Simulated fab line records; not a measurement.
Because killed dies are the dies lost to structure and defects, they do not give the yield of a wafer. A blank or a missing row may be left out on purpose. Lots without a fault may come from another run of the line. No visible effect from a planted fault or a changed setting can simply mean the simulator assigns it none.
The same fault as seen by 2 desks ; flow sky130 ; only its own numbers are on each desk; what lay behind them is given at the end

== TOOL OWNER'S DESK, implanter-04 ==
SKY_SONOS_TUNNEL_IMPLANT_09, tool's own readings: per-lot mean of the sampled wafers with a number, covering each lot this tool ran. The brackets show how far a lot's mean lies from the usual mean; more than 4 standard deviations puts the lot out of limits, marked OUT.
Columns: A = dose ions cm2 at SKY_SONOS_TUNNEL_IMPLANT_09, usual 1.0002e+12; B = end station pressure torr at SKY_SONOS_TUNNEL_IMPLANT_09, usual 5.01e-06 Torr; C = faraday current uA at SKY_SONOS_TUNNEL_IMPLANT_09, usual 5.65
lot;first seen here;A;B;C
L564;day 12 00:08;9.9940e+11;4.89e-06;5.65
L565;day 12 10:43;1.0001e+12;4.89e-06;5.75
L569;day 13 12:42;1.0006e+12;4.91e-06;5.66
L574;day 14 23:11;3.4433e+11 (-99 or more) OUT;5.05e-06;1.95 (-34) OUT
L575;day 15 06:30;3.4547e+11 (-99 or more) OUT;4.92e-06;1.95 (-34) OUT
L577;day 15 23:09;3.4467e+11 (-99 or more) OUT;4.76e-06;1.94 (-34) OUT
L585;day 18 15:48;9.9900e+11;5.28e-06;5.69
This desk's finding: out of limits on L574, L575, L577; first on L574, day 14 23:11 (dose ions cm2 at SKY_SONOS_TUNNEL_IMPLANT_09). L564, L565, L569, L585 stayed within limits.

== METROLOGY DESK ==
What the gauges read, lot by lot, whatever tool the lot ran on: means of the sampled wafers that have a number. The brackets show how far a lot's mean lies from the usual mean; more than 4 standard deviations puts the lot out of limits, marked OUT.
Columns: A = cd nm at SKY_VT_ADJUST_HVTR_CD_MEAS_07, usual 380.4 nm; B = SONOS_TUNNEL_OVL at SKY_SONOS_TUNNEL_OVL_MEAS_08, usual -0.1 nm; C = SONOS_TUNNEL_TW at SKY_SONOS_TUNNEL_TW_MEAS_12, usual 197.3
lot;first seen here;A;B;C
L563;day 9 14:20;383.3;-0.9;199.3
L564;day 10 02:45;381.0;-1.7;196.3
L565;day 10 12:08;380.1;-1.1;195.6
L567;day 10 22:19;381.3;-0.5;198.7
L569;day 11 13:01;378.0;0.7;198.9
L574;day 12 20:00;379.9;0.0;147.6 (-28) OUT
L575;day 13 00:52;381.9;1.2;147.5 (-28) OUT
L577;day 13 16:43;381.0;-1.5;146.9 (-28) OUT
L578;day 14 00:29;382.4;0.1;199.9
L582;day 15 02:17;382.0;0.1;198.8
L585;day 16 04:46;383.1;-0.2;194.8
L586;day 16 08:34;378.0;0.0;195.3
This desk reports L574, L575, L577 out of limits; the earliest was L574 at day 14 23:35 (SONOS_TUNNEL_TW at SKY_SONOS_TUNNEL_TW_MEAS_12). L563, L564, L565, L567, L569, L578, L582, L585, L586 stayed within limits.

== BROUGHT TOGETHER ==
The tool owner's desk had the chance to raise an alarm at day 14 23:11 on L574, L575, L577.
An alarm was possible from the metrology desk at day 14 23:35, on L574, L575, L577.
SKY_SONOS_TUNNEL_IMPLANT_09 was run on implanter-04 by each of the lots named.

== WHAT THE SIMULATOR HAD INSERTED ==
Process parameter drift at SKY_SONOS_TUNNEL_IMPLANT_09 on implanter-04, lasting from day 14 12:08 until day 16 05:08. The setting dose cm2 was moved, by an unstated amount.
Struck lots among those shown: L574, L575, L577.
Delay (hours) between the fault's onset and each desk's first out-of-limits reading: 11 at the tool owner's desk, 11 at the metrology desk.
